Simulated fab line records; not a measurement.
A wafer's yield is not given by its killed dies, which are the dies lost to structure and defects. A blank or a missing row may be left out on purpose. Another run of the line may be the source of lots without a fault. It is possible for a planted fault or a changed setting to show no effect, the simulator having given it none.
Problem report, 8D (eight disciplines) form, completed by code || flow gf180mcu || the parts of the form that need people (team, actions taken, sign-off) are left out

## 1. WHAT IS WRONG
At GF_LVPWELL_STRIP_10, strip_time_to_endpoint_s averages 13.38 s over 6 wafers from 2 lots, while fault-free wafers read 36.95 s, standard deviation 0.11. So: -99 or more standard deviations from the usual mean.
The step: strips in O2/N2.
The first sign was on wafer L947.1 at day 6 20:13, on plasma_asher-03. The record holds 42 wafers of 14 lots with a number at this step. By rule, "out" or "out of limits" means more than 4 standard deviations away from the usual mean. All remaining wafers that have a number are taken as sound.

## 2. WHAT IT IS, AND WHAT IT ISN'T
{"question": "which readings at this step", "is": "strip_time_to_endpoint_s", "is not": "drypump_motor_current_A"}
{"question": "which lots", "is": "L947, L952", "is not": "L935, L936, L937, L938, L939, L940, L941, L942, L945, L946, L956, L958"}
{"question": "which wafers of those lots", "is": "all that have a number", "is not": "-"}
{"question": "read on which tools", "is": "plasma_asher-03, plasma_asher-04", "is not": "plasma_asher-02"}
{"question": "when", "is": "from day 6 20:13", "is not": "up to then (30 sound wafers); but 6 sound wafers of L956, L958 came after"}

## 3. WHAT RULES OUT EACH SUSPECT
Counting: a tool at a process step up to the reading stays a suspect if it ran every lot that is out and no sound lot after the first of them.
- litho_track-01 at GF_LVPWELL_COAT_02 (resist thk 3000 nm): kept. All lots that are out passed through it, beginning with L947 at day 6 11:11, and no sound lot followed; its final sound lot before that point was L946 at day 6 04:38.
After counting, what remains is litho_track-01 at GF_LVPWELL_COAT_02.

## 4. THE CAUSE (what the simulator had put in)
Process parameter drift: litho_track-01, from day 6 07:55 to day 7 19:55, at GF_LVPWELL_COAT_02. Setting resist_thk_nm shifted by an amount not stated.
This tool alone remained once counting was done.

## 5. THE EFFECT CHAIN, in route order
Each row: a reading whose mean over the struck wafers that have a number lies more than 3 standard deviations from the usual. Readings are gone through only where the record gives a usual standard deviation; hours: the median, over the lots, of the time from a lot's start at the first step in this table giving one to that lot's start at this step; sigmas: the change measured in usual standard deviations.
{"hours": 0, "step": "GF_LVPWELL_STRIP_10", "reading": "strip_time_to_endpoint_s", "usual": "36.95 s", "on struck wafers": 13.38, "change": -23.57, "sigmas": "-99 or more"}
The process steps in it:
- GF_LVPWELL_STRIP_10: strips in O2/N2.
Later steps that measure or inspect, where all struck wafers having a row at the step show a number for every such reading and not one has moved that far: GF_LVPWELL_TW_MEAS_11.

## 6. WHAT WOULD HAVE CAUGHT IT SOONER
The fault began at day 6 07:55; the first out-of-limits reading in this record came at day 6 20:13, 12 hours later.
Of the lots that are out (2), L952 began GF_LVPWELL_COAT_02 on litho_track-01 after day 6 20:13. Holding the tool at that time would have saved it.
